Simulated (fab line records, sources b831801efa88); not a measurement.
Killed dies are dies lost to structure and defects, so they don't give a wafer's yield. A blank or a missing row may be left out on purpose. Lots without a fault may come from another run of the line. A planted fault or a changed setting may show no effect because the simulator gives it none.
Tool commonality check | flow sky130 | 13 lots, 45 wafers sampled

WHY IT WAS OPENED
At SKY_SD_P_CD_MEAS_07 the reading cd_nm is flagged on 2 of 13 lots. Wafers without a fault read 380.4 nm, standard deviation 2.6.
Rule: a lot is flagged when every wafer of it that has a number lies more than 4 standard deviations from that mean, or none has a number. The other lots count as sound.

lot  | measured     | on        | cd_nm (nm), wafer by wafer          | flag
L555 | day 25 10:31 | cd_sem-01 | 380.5 383.0 382.5                   |
L556 | day 25 20:12 | cd_sem-01 | 372.3 374.0 372.5                   |
L557 | day 25 22:48 | cd_sem-02 | 382.1 382.9 382.2                   |
L558 | day 26 15:06 | cd_sem-01 | 381.5 383.7 382.2                   |
L562 | day 27 23:31 | cd_sem-02 | 381.4 383.4 385.5                   |
L564 | day 28 14:17 | cd_sem-01 | 384.3 382.3 383.3                   |
L565 | day 29 05:19 | cd_sem-02 | 382.3 381.9 381.7                   |
L567 | day 29 22:04 | cd_sem-02 | 380.6 382.3 379.5                   |
L568 | day 30 09:59 | cd_sem-01 | 381.5 380.5 380.3                   |
L571 | day 31 12:52 | cd_sem-02 | 377.3 380.5 378.4                   |
L573 | day 31 16:52 | cd_sem-02 | 150.9 151.3 150.2 150.9 151.1 149.7 | FLAGGED
L578 | day 33 07:34 | cd_sem-01 | 378.4 380.5 381.0                   |
L576 | day 33 09:20 | cd_sem-01 | 150.0 153.2 152.2 150.4 152.9 152.7 | FLAGGED
The numbers of the flagged lots are 151.3 nm on average: -229.1 nm against the usual, or -88 standard deviations.

WHICH TOOL RAN EACH LOT
The record holds 2 process steps before the reading, out of a route of 708 steps. In each cell: the tool, then ch and the chambers that the sampled wafers went through, then the start.
lot  | flag    | SKY_SONOS_ONO_STRIP_17               | SKY_SD_P_DEVELOP_06
L555 |         | plasma_asher-03 ch 0,1, day 12 19:11 | litho_track-02 ch 0, day 25 10:22
L556 |         | plasma_asher-03 ch 0, day 13 00:23   | litho_track-04 ch 0, day 25 20:04
L557 |         | plasma_asher-04 ch 0,1, day 13 05:33 | litho_track-01 ch 0, day 25 22:40
L558 |         | plasma_asher-01 ch 0,1, day 13 15:49 | litho_track-01 ch 0, day 26 14:58
L562 |         | plasma_asher-01 ch 0,1, day 15 02:56 | litho_track-02 ch 0, day 27 23:22
L564 |         | plasma_asher-03 ch 0,1, day 15 18:02 | litho_track-04 ch 0, day 28 14:08
L565 |         | plasma_asher-01 ch 0,1, day 16 04:46 | litho_track-01 ch 0, day 29 05:11
L567 |         | plasma_asher-03 ch 0,1, day 17 03:25 | litho_track-01 ch 0, day 29 21:55
L568 |         | plasma_asher-03 ch 0, day 17 10:38   | litho_track-02 ch 0, day 30 09:50
L571 |         | plasma_asher-01 ch 0,1, day 18 13:56 | litho_track-02 ch 0, day 31 12:43
L573 | FLAGGED | plasma_asher-03 ch 0,1, day 18 19:14 | litho_track-02 ch 0, day 31 16:43
L578 |         | plasma_asher-04 ch 0,1, day 20 19:58 | litho_track-01 ch 0, day 33 07:25
L576 | FLAGGED | plasma_asher-01 ch 1, day 20 19:38   | litho_track-02 ch 0, day 33 09:04
What these steps do:
- SKY_SONOS_ONO_STRIP_17: strips in O2/N2.
- SKY_SD_P_DEVELOP_06: develop time 60 s.
- SKY_SD_P_CD_MEAS_07: target cd 380 nm.

FLAGGED OVER TOTAL, TOOL BY TOOL (the gauges that took the reading come last)
step                   | tool            | lots run | flagged | share of the flagged lots | sound lots run after its first flagged lot
SKY_SONOS_ONO_STRIP_17 | plasma_asher-01 | 5        | 1       | some                      | 0
SKY_SONOS_ONO_STRIP_17 | plasma_asher-03 | 6        | 1       | some                      | 0
SKY_SONOS_ONO_STRIP_17 | plasma_asher-04 | 2        | 0       | none                      | -
SKY_SD_P_DEVELOP_06    | litho_track-01  | 5        | 0       | none                      | -
SKY_SD_P_DEVELOP_06    | litho_track-02  | 6        | 2       | all                       | 0
SKY_SD_P_DEVELOP_06    | litho_track-04  | 2        | 0       | none                      | -
SKY_SD_P_CD_MEAS_07    | cd_sem-01       | 7        | 1       | some                      | 0
SKY_SD_P_CD_MEAS_07    | cd_sem-02       | 6        | 1       | some                      | 0

WHAT THE TABLE ALLOWS
1 row of the table ran every flagged lot: litho_track-02 at SKY_SD_P_DEVELOP_06.
- litho_track-02 at SKY_SD_P_DEVELOP_06: 2 of its 6 lots flagged. Its last sound lot is L571 (day 31 12:43), its first flagged lot L573 (day 31 16:43): a fault that began between those two fits.
One tool is left: litho_track-02 at SKY_SD_P_DEVELOP_06.

WHAT THE SIMULATOR HAD PUT IN
Process parameter drift: litho_track-02, from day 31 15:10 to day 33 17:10, at SKY_SD_P_DEVELOP_06. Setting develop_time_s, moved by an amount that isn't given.
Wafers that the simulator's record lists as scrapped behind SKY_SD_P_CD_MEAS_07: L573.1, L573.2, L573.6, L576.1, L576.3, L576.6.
Lots struck among those shown: L573, L576. The rule above found the same.
